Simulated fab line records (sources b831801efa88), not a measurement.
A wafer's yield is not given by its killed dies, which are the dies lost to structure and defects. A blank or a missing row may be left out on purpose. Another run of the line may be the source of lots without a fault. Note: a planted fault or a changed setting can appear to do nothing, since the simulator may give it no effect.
Matching of chambers :: flow gf180mcu :: GF_V1_CMP_26 on cmp-02 has 4 sister chambers
The step polishes, stops on SiO2, t overpolish 15 s, target thk 0 nm. 20 wafers are shown with their chamber, then 10 later ones without.

WAFERS PAIRED WITH THEIR CHAMBERS
wafer: L430.2
chamber: 2
motorCurrentA (A): 10.2
timeToEndpointS (s): 86
slurryFlowMlMin: 150.7

wafer: L430.4
chamber: 1
motorCurrentA (A): 9.8
timeToEndpointS (s): 81
slurryFlowMlMin: 149.6

wafer: L430.5
chamber: 2
motorCurrentA (A): 10.7
timeToEndpointS (s): 85
slurryFlowMlMin: 150.3

wafer: L432.1
chamber: 0
motorCurrentA (A): 10.1
timeToEndpointS (s): 85
slurryFlowMlMin: 149.8

wafer: L432.3
chamber: 2
motorCurrentA (A): 11.1
timeToEndpointS (s): 82
slurryFlowMlMin: 150.2

wafer: L432.5
chamber: 0
motorCurrentA (A): 10.2
timeToEndpointS (s): 82
slurryFlowMlMin: 150.3

wafer: L433.2
chamber: 2
motorCurrentA (A): 10.8
timeToEndpointS (s): 83
slurryFlowMlMin: 149.9

wafer: L433.5
chamber: 2
motorCurrentA (A): 10.7
timeToEndpointS (s): 83
slurryFlowMlMin: 150.3

wafer: L433.6
chamber: 3
motorCurrentA (A): 10.1
timeToEndpointS (s): 86
slurryFlowMlMin: 149.8

wafer: L442.2
chamber: 2
motorCurrentA (A): 10.8
timeToEndpointS (s): 93
slurryFlowMlMin: 149.6

wafer: L442.3
chamber: 1
motorCurrentA (A): 10.1
timeToEndpointS (s): 85
slurryFlowMlMin: 151.0

wafer: L442.5
chamber: 1
motorCurrentA (A): 10.3
timeToEndpointS (s): 86
slurryFlowMlMin: 150.4

wafer: L443.1
chamber: 1
motorCurrentA (A): 9.9
timeToEndpointS (s): 82
slurryFlowMlMin: 150.2

wafer: L443.3
chamber: 2
motorCurrentA (A): 10.7
timeToEndpointS (s): 84
slurryFlowMlMin: 150.4

wafer: L443.6
chamber: 3
motorCurrentA (A): 9.7
timeToEndpointS (s): 91
slurryFlowMlMin: 150.2

wafer: L444.1
chamber: 0
motorCurrentA (A): 10.3
timeToEndpointS (s): 77
slurryFlowMlMin: 149.1

wafer: L444.3
chamber: 3
motorCurrentA (A): 10.4
timeToEndpointS (s): 92
slurryFlowMlMin: 149.5

wafer: L444.6
chamber: 2
motorCurrentA (A): 10.7
timeToEndpointS (s): 85
slurryFlowMlMin: 150.0

wafer: L445.2
chamber: 3
motorCurrentA (A): 10.4
timeToEndpointS (s): 92
slurryFlowMlMin: 151.0

wafer: L445.3
chamber: 2
motorCurrentA (A): 10.5
timeToEndpointS (s): 85
slurryFlowMlMin: 150.4

SIGNATURES (averages over the wafers above)
reading: motorCurrentA
chamber 0: 10.200
chamber 1: 10.025
chamber 2: 10.689
chamber 3: 10.150
scatter within a chamber: 0.246

reading: timeToEndpointS
chamber 0: 81.33
chamber 1: 83.50
chamber 2: 85.11
chamber 3: 90.25
scatter within a chamber: 3.14

reading: slurryFlowMlMin
chamber 0: 149.733
chamber 1: 150.300
chamber 2: 150.200
chamber 3: 150.125
scatter within a chamber: 0.49
Rule: distance of a wafer from a chamber = root of the sum over the readings of ((wafer's reading minus chamber's mean) / reading's scatter) squared. If the next closest chamber is less than 2 further off than the closest, the wafer can't be placed; otherwise it belongs to the closest. The scatter: the root of (the sum of the squares of (reading less its chamber's mean) over the shown wafers, divided by (wafers less chambers)).

WAFERS WITH NO CHAMBER GIVEN
wafer: L445.6
motorCurrentA (A): 9.6
timeToEndpointS (s): 84
slurryFlowMlMin: 150.4

wafer: L447.3
motorCurrentA (A): 10.2
timeToEndpointS (s): 81
slurryFlowMlMin: 149.0

wafer: L447.5
motorCurrentA (A): 10.1
timeToEndpointS (s): 80
slurryFlowMlMin: 150.8

wafer: L447.6
motorCurrentA (A): 9.8
timeToEndpointS (s): 81
slurryFlowMlMin: 149.6

wafer: L449.3
motorCurrentA (A): 11.1
timeToEndpointS (s): 86
slurryFlowMlMin: 150.8

wafer: L449.5
motorCurrentA (A): 10.2
timeToEndpointS (s): 82
slurryFlowMlMin: 150.4

wafer: L449.6
motorCurrentA (A): 10.2
timeToEndpointS (s): 82
slurryFlowMlMin: 150.5

wafer: L451.1
motorCurrentA (A): 9.7
timeToEndpointS (s): 92
slurryFlowMlMin: 150.5

wafer: L451.2
motorCurrentA (A): 10.0
timeToEndpointS (s): 85
slurryFlowMlMin: 150.5

wafer: L451.3
motorCurrentA (A): 11.0
timeToEndpointS (s): 87
slurryFlowMlMin: 149.7

EACH ONE'S CHAMBER
wafer: L445.6
from the rows above: can't be placed: 1 or 0 or 3
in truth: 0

wafer: L447.3
from the rows above: can't be placed: 0 or 1 or 2
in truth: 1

wafer: L447.5
from the rows above: can't be placed: 1 or 0 or 2
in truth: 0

wafer: L447.6
from the rows above: can't be placed: 0 or 1 or 3
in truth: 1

wafer: L449.3
from the rows above: 2
in truth: 2

wafer: L449.5
from the rows above: can't be placed: 1 or 0 or 2 or 3
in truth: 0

wafer: L449.6
from the rows above: can't be placed: 1 or 0 or 2 or 3
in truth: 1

wafer: L451.1
from the rows above: can't be placed: 3 or 1
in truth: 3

wafer: L451.2
from the rows above: can't be placed: 1 or 3 or 0
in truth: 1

wafer: L451.3
from the rows above: can't be placed: 2 or 3 or 0
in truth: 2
Correctly placed: 1 of 10. These rows do not allow placing 9 (true chamber among the candidates in 9). Placed wrongly: 0.
